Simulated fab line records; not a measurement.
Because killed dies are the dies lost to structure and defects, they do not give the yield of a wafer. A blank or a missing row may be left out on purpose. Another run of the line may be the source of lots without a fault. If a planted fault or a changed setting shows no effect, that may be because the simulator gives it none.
Which tool is to blame? | flow sky130 | 11 lots, 33 wafers sampled, at 2 steps of a route of 708

## WHAT THE GAUGES SHOWED, per wafer
SKY_METAL3_CD_MEAS_13 targets a cd of 300 nm.
lot  | measured     | on        | cd nm (nm)
L528 | day 39 00:28 | cd sem-01 | 299.9 301.0 300.3
L532 | day 40 05:31 | cd sem-01 | 299.2 298.4 299.1
L533 | day 40 17:28 | cd sem-02 | 299.4 299.2 300.0
L535 | day 41 01:17 | cd sem-01 | 298.5 300.4 298.3
L536 | day 41 09:31 | cd sem-01 | 299.6 299.9 299.6
L537 | day 41 17:56 | cd sem-01 | 301.8 299.8 300.0
L538 | day 41 23:55 | cd sem-02 | 301.6 300.6 301.1
L539 | day 42 08:28 | cd sem-02 | 302.6 302.2 300.8
L541 | day 42 17:37 | cd sem-01 | 302.0 301.9 299.9
L545 | day 43 16:44 | cd sem-02 | 297.8 299.3 299.2
L550 | day 45 09:44 | cd sem-01 | 300.0 300.1 299.4

## WHAT TOOL EACH LOT RAN ON (gives the tool, then ch and the chambers of the sampled wafers, and finally the start)
lot  | SKY_METAL3_SPUTTER_02
L528 | pvd sputter-04, day 36 21:07
L532 | pvd sputter-04, day 38 02:57
L533 | pvd sputter-01, day 38 14:38
L535 | pvd sputter-04, day 38 22:40
L536 | pvd sputter-04, day 39 07:09
L537 | pvd sputter-02, day 39 15:23
L538 | pvd sputter-04, day 39 23:10
L539 | pvd sputter-02, day 40 08:57
L541 | pvd sputter-04, day 40 16:38
L545 | pvd sputter-01, day 41 17:14
L550 | pvd sputter-02, day 43 12:45
- SKY_METAL3_SPUTTER_02: material AlCu, target thk 735 nm, time 39.1 s.

## WHAT THE TOOLS THEMSELVES READ (means of the sampled wafers that have a number; where no wafer has one, the mark that the record gives instead)
SKY_METAL3_SPUTTER_02.
lot  | tool           | throttle valve pct (%)
L528 | pvd sputter-04 | 29.2
L532 | pvd sputter-04 | 29.3
L533 | pvd sputter-01 | 30.5
L535 | pvd sputter-04 | 29.9
L536 | pvd sputter-04 | 29.0
L537 | pvd sputter-02 | 31.6
L538 | pvd sputter-04 | 29.1
L539 | pvd sputter-02 | 31.5
L541 | pvd sputter-04 | 29.2
L545 | pvd sputter-01 | 29.4
L550 | pvd sputter-02 | 30.8

## THE ANSWER, worked out from the rows above alone
Rule: usual is defined by the lots themselves. The widest of any qualifying gaps counts: lots, ordered by their means at a reading, are off when they make up no more than a third of the lots, leave a main group of 4 or more, and stand apart from it by 3 or more times the standard deviation of that group's means. If all means in a main group match to the digits the tables above print for the reading, that group is not used. A lot without any number at a reading at which 4 lots or more have one is off too. Any other lot the step has rows for is counted as sound. After the gauges, taken in route order, come the tools' own readings; for these a lot's mean is taken, as printed above. At the first step where some lot is off, the reading lying furthest off is the one used; lots without a number count as furthest.
Across all readings shown, no lot is off: no conclusion can be drawn from this.

## WHAT THE SIMULATOR HAD INSERTED
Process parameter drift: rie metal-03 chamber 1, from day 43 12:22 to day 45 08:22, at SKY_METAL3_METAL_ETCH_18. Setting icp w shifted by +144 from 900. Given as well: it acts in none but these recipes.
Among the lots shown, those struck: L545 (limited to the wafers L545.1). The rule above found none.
